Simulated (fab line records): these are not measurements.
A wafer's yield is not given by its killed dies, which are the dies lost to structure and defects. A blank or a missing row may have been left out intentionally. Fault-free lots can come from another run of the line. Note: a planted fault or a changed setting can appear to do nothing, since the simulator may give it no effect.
Matching of chambers | flow sky130 | SKY_VIA4_CMP_02 on cmp-02 has 4 sister chambers
The step polishes SiO2. 8 wafers are shown with their chamber, then 12 later ones without.

## WAFERS, EACH WITH ITS CHAMBER
wafer  | chamber | motor current A (A) | edge zone pressure frac
L081.3 | 3       | 11.8                | 1.004
L082.5 | 2       | 12.3                | 0.995
L082.6 | 1       | 11.2                | 0.995
L083.2 | 1       | 11.3                | 0.996
L083.6 | 3       | 11.6                | 0.992
L086.1 | 2       | 12.6                | 1.003
L086.4 | 0       | 11.5                | 1.002
L086.5 | 0       | 11.1                | 0.999

## WAFERS WITH NO CHAMBER GIVEN
wafer  | motor current A (A) | edge zone pressure frac
L088.2 | 11.4                | 0.997
L088.4 | 11.8                | 1.003
L088.5 | 11.9                | 0.991
L091.2 | 11.9                | 1.003
L091.3 | 12.5                | 1.002
L091.4 | 11.9                | 0.991
L093.3 | 11.3                | 0.997
L093.4 | 11.6                | 0.994
L093.5 | 11.0                | 1.005
L097.1 | 11.8                | 1.001
L097.2 | 10.8                | 1.004
L097.4 | 10.5                | 1.001

## THE CHAMBER EACH PASSED THROUGH
wafer  | from the rows above               | in truth
L088.2 | can't be placed: 1 or 0 or 3      | 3
L088.4 | can't be placed: 3 or 0           | 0
L088.5 | can't be placed: 3 or 2 or 1 or 0 | 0
L091.2 | can't be placed: 3 or 2 or 0      | 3
L091.3 | 2                                 | 2
L091.4 | can't be placed: 3 or 2 or 1 or 0 | 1
L093.3 | can't be placed: 1 or 0 or 3      | 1
L093.4 | can't be placed: 3 or 1 or 0      | 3
L093.5 | can't be placed: 0 or 1           | 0
L097.1 | can't be placed: 3 or 0           | 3
L097.2 | can't be placed: 0 or 1           | 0
L097.4 | can't be placed: 1 or 0           | 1
Correctly placed: 1 of 12. Not placeable from these rows: 11 (in 11, the candidates include the true chamber). 0 placed wrongly.
How it was worked out, from the rows above alone: a wafer's distance from a chamber is the root of the sum, over the readings, of the square of ((its reading less the chamber's mean) divided by the reading's scatter). The wafer belongs to the nearest chamber; if the next one is less than 2 further off, it can't be placed. For every chamber, the mean is computed from those of its wafers that are shown. The scatter: take each reading less its chamber's mean, square it, sum over the shown wafers, divide by the number of wafers less the number of chambers, and take the root.
